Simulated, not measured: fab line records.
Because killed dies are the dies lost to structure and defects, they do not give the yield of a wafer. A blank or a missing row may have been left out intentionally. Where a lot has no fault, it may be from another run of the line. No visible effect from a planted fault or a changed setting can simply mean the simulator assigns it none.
Which tool was responsible?	flow sky130	12 lots, 33 wafers sampled, at 7 steps of a route of 708

== WHAT THE GAUGES SHOWED, per wafer ==
SKY_LI_CONTACT_BOW_MEAS_03. Usual: LI_CONTACT_BOW gives 57 um (standard deviation 7.3).
lot	measured	on	LI_CONTACT_BOW (um)	flag
L161	day 27 19:16	film-metro-03	49 58 66	
L162	day 28 04:50	film-metro-04	63 58 59	
L165	day 29 15:54	film-metro-02	55 36 59	
L167	day 30 04:26	film-metro-04	61 48 55	
L169	day 30 23:22	film-metro-02	61 48 48	
L172	day 32 02:41	film-metro-04	64 61 67	
L175	day 32 20:18	film-metro-03	66 48	
L177	day 33 05:28	film-metro-04	63 75 57	
L178	day 33 16:40	film-metro-03	47 47	
L179	day 34 06:16	film-metro-02	55 46	
L181	day 34 18:28	film-metro-02	56 55 47	
L184	day 35 15:23	film-metro-03	57 61 63	

SKY_CONTACT_BOW_MEAS_05. Usual: CONTACT_BOW gives 82 um (standard deviation 7.3).
lot	measured	on	CONTACT_BOW (um)	flag
L161	day 30 06:51	film-metro-02	76 83 91	
L162	day 30 15:52	film-metro-02	89 83 83	
L165	day 32 02:25	film-metro-01	81 62 83	
L167	day 32 14:46	film-metro-01	88 74 82	
L169	day 33 07:47	film-metro-03	85 72 71	
L172	day 34 10:43	film-metro-02	90 88 93	
L175	day 35 04:55	film-metro-03	95 75	
L177	day 35 12:53	film-metro-01	88 99 82	
L178	day 36 01:18	film-metro-01	75 74	
L179	day 36 14:26	film-metro-02	80 71	
L181	day 37 01:49	film-metro-01	81 83 76	
L184	day 37 21:45	film-metro-02	80 86 88	

SKY_CONTACT_OVL_MEAS_15. Usual: CONTACT_OVL gives 4 nm (standard deviation 5.1).
lot	measured	on	CONTACT_OVL (nm)	flag
L161	day 31 11:01	overlay-02	9 4 9	
L162	day 31 19:27	overlay-02	-3 -6 6	
L165	day 33 05:40	overlay-02	0 4 0	
L167	day 33 17:26	overlay-02	1 -2 -3	
L169	day 34 10:14	overlay-01	0 -5 -2	
L172	day 35 13:12	overlay-01	0 -2 -4	
L175	day 36 07:32	overlay-02	10 8	
L177	day 36 15:00	overlay-01	7 2 1	
L178	day 37 02:53	overlay-02	11 0	
L179	day 37 16:31	overlay-02	5 6	
L181	day 38 04:14	overlay-02	5 1 8	
L184	day 38 22:49	overlay-02	-4 0 7	

SKY_CAPM_RS_MEAS_03: uses a four-point probe to measure. Usual: CAPM_TIN_RS gives 6.94 ohm/sq (standard deviation 0.079).
lot	measured	on	CAPM_TIN_RS (ohm/sq)	flag
L161	day 36 04:49	film-metro-04	6.90 7.03 7.06	
L162	day 36 14:25	film-metro-04	6.94 6.92 6.87	
L165	day 37 21:50	film-metro-04	6.88 6.91 6.88	
L167	day 38 10:10	film-metro-04	6.95 6.88 6.93	
L169	day 39 02:53	film-metro-01	6.94 7.09 6.93	
L172	day 40 03:54	film-metro-01	6.92 6.86 7.00	
L175	day 40 19:56	film-metro-03	7.05 7.09	
L177	day 41 03:22	film-metro-01	6.91 6.90 6.83	
L178	day 41 14:25	film-metro-03	6.95 6.93 6.96 6.92	
L179	day 42 03:16	film-metro-03	6.88 7.00 6.88 6.98	
L181	day 42 14:07	film-metro-04	6.88 6.96 6.96	
L184	day 43 07:40	film-metro-04	7.05 6.91 7.02	

SKY_CAPM_THK_MEAS_04: measures by xrf. Usual: CAPM_TIN_THK gives 196.3 nm (standard deviation 2.3).
lot	measured	on	CAPM_TIN_THK (nm)	flag
L161	day 36 04:56	film-metro-04	198.0 193.5 193.8	
L162	day 36 14:32	film-metro-04	195.9 197.0 199.2	
L165	day 37 21:56	film-metro-04	198.7 197.9 197.9	
L167	day 38 10:16	film-metro-04	195.9 197.3 196.5	
L169	day 39 03:00	film-metro-01	196.1 192.4 195.5	
L172	day 40 04:01	film-metro-01	196.1 199.3 194.9	
L175	day 40 20:03	film-metro-03	191.9 190.5	
L177	day 41 03:29	film-metro-01	197.3 197.6 199.3	
L178	day 41 21:50	film-metro-03	195.8 196.7 194.4 196.4	
L179	day 42 05:44	film-metro-03	196.7 194.9 196.2 194.5	
L181	day 42 14:14	film-metro-04	199.2 195.5 196.4	
L184	day 43 07:47	film-metro-04	194.2 196.8 193.2	

== WHICH TOOL RAN EACH LOT (tool, then ch and the chambers of the sampled wafers, then the start) ==
lot	SKY_CONTACT_COAT_09	SKY_CONTACT_STRIP_19
L161	litho-track-01 ch 0, day 30 21:00	plasma-asher-03 ch 0, day 31 11:11
L162	litho-track-02 ch 0, day 31 05:00	plasma-asher-01 ch 0,1, day 31 19:37
L165	litho-track-04 ch 0, day 32 15:00	plasma-asher-01 ch 0,1, day 33 05:51
L167	litho-track-04 ch 0, day 33 04:00	plasma-asher-01 ch 0,1, day 33 17:38
L169	litho-track-01 ch 0, day 33 20:00	plasma-asher-02 ch 0,1, day 34 10:24
L172	litho-track-02 ch 0, day 34 23:00	plasma-asher-03 ch 0,1, day 35 13:22
L175	litho-track-02 ch 0, day 35 17:00	plasma-asher-02 ch 0, day 36 07:42
L177	litho-track-01 ch 0, day 36 01:00	plasma-asher-03 ch 0,1, day 36 15:10
L178	litho-track-02 ch 0, day 36 13:00	plasma-asher-02 ch 0, day 37 03:05
L179	litho-track-02 ch 0, day 37 03:00	plasma-asher-02 ch 1, day 37 16:42
L181	litho-track-04 ch 0, day 37 15:00	plasma-asher-03 ch 0,1, day 38 04:24
L184	litho-track-01 ch 0, day 38 10:00	plasma-asher-03 ch 0,1, day 38 22:59
- SKY_CONTACT_COAT_09: resist thk 450 nm.
- SKY_CONTACT_STRIP_19: strips in O2/N2.

== AS READ BY THE TOOLS THEMSELVES (means over the sampled wafers that have a number; for cases with no such wafer, the mark the record gives instead) ==
SKY_CONTACT_COAT_09. Usual: 52.4 kPa for dispense-pressure-kPa, sd 1.5.
lot	tool	dispense-pressure-kPa (kPa)	flag
L161	litho-track-01	52.7	
L162	litho-track-02	54.2	
L165	litho-track-04	50.0	
L167	litho-track-04	50.0	
L169	litho-track-01	52.6	
L172	litho-track-02	54.1	
L175	litho-track-02	54.2	
L177	litho-track-01	52.6	
L178	litho-track-02	54.1	
L179	litho-track-02	54.2	
L181	litho-track-04	49.9	
L184	litho-track-01	52.6	

SKY_CONTACT_STRIP_19. Usual: drypump-motor-current-A 5.6 A, standard deviation 0.64; oes-product-au 0.380 a.u., standard deviation 0.0049; strip-time-to-endpoint-s 3.60 s, standard deviation 0.034.
lot	tool	drypump-motor-current-A (A)	oes-product-au (a.u.)	strip-time-to-endpoint-s (s)	flag
L161	plasma-asher-03	5.4	0.381	3.61	
L162	plasma-asher-01	4.9	0.381	3.62	
L165	plasma-asher-01	4.9	0.377	3.57	
L167	plasma-asher-01	4.9	0.384	3.63	
L169	plasma-asher-02	6.3	0.382	3.65	
L172	plasma-asher-03	5.7	0.372	3.57	
L175	plasma-asher-02	6.6	0.389	3.73	OFF
L177	plasma-asher-03	6.0	0.379	3.58	
L178	plasma-asher-02	6.6	0.392	3.83	OFF
L179	plasma-asher-02	5.8	0.391	3.84	OFF
L181	plasma-asher-03	6.0	0.382	3.60	
L184	plasma-asher-03	5.7	0.372	3.55	

== THE ANSWER, worked out from the rows above alone ==
Rule: a lot is off if the mean of its wafers that have a number lies more than 3 standard deviations from the usual mean. Also off: a lot with no number at a reading for which 4 or more lots have one. All remaining lots with rows at the step are treated as sound. First the gauges in route order, then the tools' own readings, where a lot's mean is used as printed above. The first step at which some lot is off is used, and at that step the reading that is off furthest; a lot without a number counts as furthest.
Off: L175, L178, L179 (SKY_CONTACT_STRIP_19, strip-time-to-endpoint-s).
A tool fits if, at that step or a process step before it, it ran every lot that is off, and no sound lot after the first of them. Undecided on this evidence; 2 tools fit (litho-track-02 at SKY_CONTACT_COAT_09, plasma-asher-02 at SKY_CONTACT_STRIP_19).

== WHAT HAD BEEN PUT IN BY THE SIMULATOR ==
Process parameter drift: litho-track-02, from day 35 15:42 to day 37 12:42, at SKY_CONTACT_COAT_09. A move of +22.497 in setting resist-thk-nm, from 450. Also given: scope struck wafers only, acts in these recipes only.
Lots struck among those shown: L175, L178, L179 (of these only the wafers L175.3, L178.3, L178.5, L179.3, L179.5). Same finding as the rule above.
